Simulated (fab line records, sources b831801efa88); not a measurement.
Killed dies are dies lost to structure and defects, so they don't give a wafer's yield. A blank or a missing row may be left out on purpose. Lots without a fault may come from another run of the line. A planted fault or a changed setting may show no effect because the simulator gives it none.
A struck lot beside a sound one | flow sky130 | 20 steps out of a route of 708
Sound: wafers L465.2, L465.4, L465.5. Struck: wafer L469.2. (L469.3, L469.6 of the same lot were not struck and are left out.) The cause comes at the end.
At each step with rows: each side's tool, then ch and its chambers, then its first start. Under that, the readings that differ: sound wafers | struck wafers | difference of the means | sigmas: that difference in standard deviations of wafers without a fault.
alike: readings whose means differ by less than 2 such deviations, and words and numbers that are the same on both sides. not compared: withheld readings, readings that some wafer has no value for, bounds like >300 that may hide the same value, and numbers for which the record gives no deviation and whose values overlap.
The two part at a step that has a row with sigmas, a row that says differs or no value, or rows on one side only. Numbers that don't overlap but have no deviation are shown without sigmas and don't part them. A reading that every wafer of one side lacks parts them only if that side has two wafers or more.

SKY_SONOS_TUNNEL_TW_MEAS_12:
  sound on film_metro-02, day 13 19:40; struck on film_metro-03, day 15 09:13
  alike: SONOS_TUNNEL_TW
then, 2 steps without rows for these wafers: SKY_SONOS_TUNNEL_CLEAN_13 (cleans in dHF, time 20 s); SKY_SONOS_ONO_OXIDATION_00 (stabilise 600 s, purge 300 s, target thk 2.6 nm).
SKY_SONOS_ONO_THK_MEAS_01:
  sound on film_metro-03, day 13 22:13; struck on film_metro-03, day 15 11:58
  alike: SONOS_ONO_OXIDATION_THK
then, 1 step without rows for these wafers: SKY_SONOS_ONO_CVD_02 (deposits Si3N4 from DCS/NH3, target thk 10.5 nm, time 180 s).
SKY_SONOS_ONO_THK_MEAS_03:
  sound on film_metro-04, day 14 02:14; struck on film_metro-01, day 15 16:06
  alike: SONOS_ONO_CVD_02_THK
then, 1 step without rows for these wafers: SKY_SONOS_ONO_CVD_04 (deposits SiO2 from SiH4/N2O, target thk 5.7199 nm).
SKY_SONOS_ONO_THK_MEAS_05:
  sound on film_metro-03, day 14 03:32; struck on film_metro-03, day 15 18:02
  alike: SONOS_ONO_CVD_04_THK
then, 4 steps without rows for these wafers: SKY_SONOS_ONO_DEHYDRATE_06 (time 60 s); SKY_SONOS_ONO_HMDS_07 (prime time 60 s); SKY_SONOS_ONO_COAT_08 (resist thk 1140 nm); SKY_SONOS_ONO_SOFTBAKE_09 (time 60 s).
SKY_SONOS_ONO_EXPOSE_10: exposes mask ONOM, target cd 410 nm.
  sound on iline_stepper-01 ch 0, day 14 16:56; struck on iline_stepper-01 ch 0, day 16 08:47
  reading              | sound        | struck | difference | sigmas
  focus_offset_nm (nm) | -0.1 0.1 0.3 | 1.2    | +1.1       | +2
  alike: mask
then, 2 steps without rows for these wafers: SKY_SONOS_ONO_PEB_11; SKY_SONOS_ONO_DEVELOP_12 (develop time 60 s).
SKY_SONOS_ONO_CD_MEAS_13: target cd 410 nm.
  sound on cd_sem-01, day 15 06:44; struck on cd_sem-02, day 16 22:23
  reading    | sound             | struck | difference | sigmas
  cd_nm (nm) | 412.2 411.9 411.7 | 356.2  | -55.7      | -28
SKY_SONOS_ONO_OVL_MEAS_14:
  sound on overlay-02, day 15 06:50; struck on overlay-01, day 16 22:30
  alike: SONOS_ONO_OVL
SKY_SONOS_ONO_ETCH_15: etches the open film in CHF3/O2, target depth 19.52 nm, time 7.8 s.
  sound on rie_diel-04 ch 0,1,3, day 15 06:52; struck on rie_diel-04 ch 1, day 16 22:32
  reading                    | sound             | struck | difference | sigmas
  model.SONOS_ONO.cd_nm (nm) | 412.7 411.8 411.9 | 356.1  | -56.0      |
  alike: drypump_motor_current_A, oes_product_au, throttle_valve_pct
  not compared: rf_hours_counter_h
then, 1 step without rows for these wafers: SKY_SONOS_ONO_WET_ETCH_16 (etches SiO2 in dHF, target depth 14 nm, time 280 s).
-- the record jumps here: 32 days lie between the struck wafers' starts before and after (it left off in module SONOS_ONO and takes up again in module PAD_OPEN, whose first step shown is number 708 of the route) --
SKY_PAD_OPEN_PROBE_99:
  the record has rows for the struck wafers here (prober-02, day 48 21:47) and none for the sound ones

WHERE THEY PART
First at SKY_SONOS_ONO_EXPOSE_10; last, within this record, at SKY_PAD_OPEN_PROBE_99.

WHY: what the simulator had put in
Process parameter drift: iline_stepper-01, from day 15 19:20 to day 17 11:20, at SKY_SONOS_ONO_EXPOSE_10. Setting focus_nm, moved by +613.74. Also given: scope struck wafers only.
